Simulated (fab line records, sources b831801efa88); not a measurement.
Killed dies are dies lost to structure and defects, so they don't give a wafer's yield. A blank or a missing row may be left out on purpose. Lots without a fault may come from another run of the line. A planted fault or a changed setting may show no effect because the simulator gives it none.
Split-lot experiment | flow sky130 | 5 lots, 23 wafers read, on a route of 708 steps

THE SPLIT
At SKY_VT_ADJUST_HVTR_EXPOSE_04 (exposes mask HVTRM, target cd 380 nm), the setting dose_mj was moved away from the recipe's 150 on 5 of the 23 wafers read, by -4.2% to +2.5%. The other wafers ran this setting at the recipe's value.

FROM THE SPLIT TO THE READING: what the file shows between them, 2 steps
- SKY_VT_ADJUST_HVTR_PEB_05
- SKY_VT_ADJUST_HVTR_DEVELOP_06: develop time 60 s

THE READING
cd_nm, in nm, at SKY_VT_ADJUST_HVTR_CD_MEAS_07 (target cd 380 nm). Fault-free wafers of this fab line usually give 379 nm, standard deviation 3.5 nm.

wafer  | tool, chamber at the split | dose_mj as run | against the recipe | cd_nm, nm | against lot-mates on the recipe
L074.1 | iline_stepper-02, 0        | 150            | recipe             | 375       | -
L074.2 | iline_stepper-02, 0        | 150            | recipe             | 375       | -
L074.5 | iline_stepper-02, 0        | 150            | recipe             | 375       | -
L077.2 | iline_stepper-02, 0        | 150            | recipe             | 379       | -
L077.3 | iline_stepper-02, 0        | 150            | recipe             | 380       | -
L077.4 | iline_stepper-02, 0        | 153.7          | +2.5%              | 389       | +9
L077.5 | iline_stepper-02, 0        | 153.7          | +2.5%              | 387       | +7
L077.6 | iline_stepper-02, 0        | 150            | recipe             | 382       | -
L078.1 | iline_stepper-02, 0        | 150            | recipe             | 375       | -
L078.3 | iline_stepper-02, 0        | 150            | recipe             | 375       | -
L078.4 | iline_stepper-02, 0        | 150            | recipe             | 373       | -
L078.5 | iline_stepper-02, 0        | 150            | recipe             | 375       | -
L078.6 | iline_stepper-02, 0        | 150            | recipe             | 376       | -
L080.1 | iline_stepper-01, 0        | 143.7          | -4.2%              | 370       | -14
L080.2 | iline_stepper-01, 0        | 143.7          | -4.2%              | 371       | -13
L080.3 | iline_stepper-01, 0        | 143.7          | -4.2%              | 373       | -11
L080.5 | iline_stepper-01, 0        | 150            | recipe             | 384       | -
L080.6 | iline_stepper-01, 0        | 150            | recipe             | 384       | -
L084.1 | iline_stepper-02, 0        | 150            | recipe             | 376       | -
L084.2 | iline_stepper-02, 0        | 150            | recipe             | 376       | -
L084.3 | iline_stepper-02, 0        | 150            | recipe             | 376       | -
L084.4 | iline_stepper-02, 0        | 150            | recipe             | 379       | -
L084.6 | iline_stepper-02, 0        | 150            | recipe             | 378       | -

THE FIT
A straight line over all 23 wafers: cd_nm changes by +2.07 nm for each +1% of dose_mj; r = +0.72; the points scatter about the line by 3.5 nm.
The same after taking each lot's own level away (the mean of its wafers on the recipe; 23 wafers): +3.04 nm for each +1%; r = +0.98; scatter 1.1 nm.
On that fit, the largest move of dose_mj shifts the reading by 13 nm.
The lots' own levels span 374.8 to 384.0 nm, that is 2.6 times the standard deviation above.
So the lot-to-lot level blurs the effect unless lot-mates are compared.
Check: with one of the wafers moved furthest among these (-4.2%) left out of the fit, the line predicts -12.2 nm for it against its lot-mates. It came out at -14 nm against them.

OTHER SPLITS ON THESE WAFERS
These wafers also went through other splits before the reading. Each is held against what the fit with the lots' levels taken away leaves over:
other split on the same wafers    | wafers away from the commonest value | r with cd_nm (lot level and that fit taken away)
SKY_FIELD_ISO_OXIDATION_01 temp_c | 18                                   | +0.00
SKY_DNWELL_COAT_02 resist_thk_nm  | 7                                    | -0.08
SKY_NWELL_IMPLANT_11 dose_cm2     | 5                                    | -0.34
SKY_NWELL_IMPLANT_24 dose_cm2     | 11                                   | -0.12

THE WHOLE CHAIN: every reading that the file lists as answering this split, in the file's order
step                          | what it does      | reading                                                               | change (the file's fit)              | r (the file's)
SKY_VT_ADJUST_HVTR_DEVELOP_06 | develop time 60 s | VT_ADJUST_HVTR.cd_nm (the simulator's own value, which no gauge read) | +3.02 nm for each +1% of the setting | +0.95
SKY_VT_ADJUST_HVTR_CD_MEAS_07 | target cd 380 nm  | cd_nm                                                                 | +2.96 nm for each +1% of the setting | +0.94

THE FILE'S OWN FIT
cd_nm changes by +2.96 nm for each +1% of dose_mj, r = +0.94.
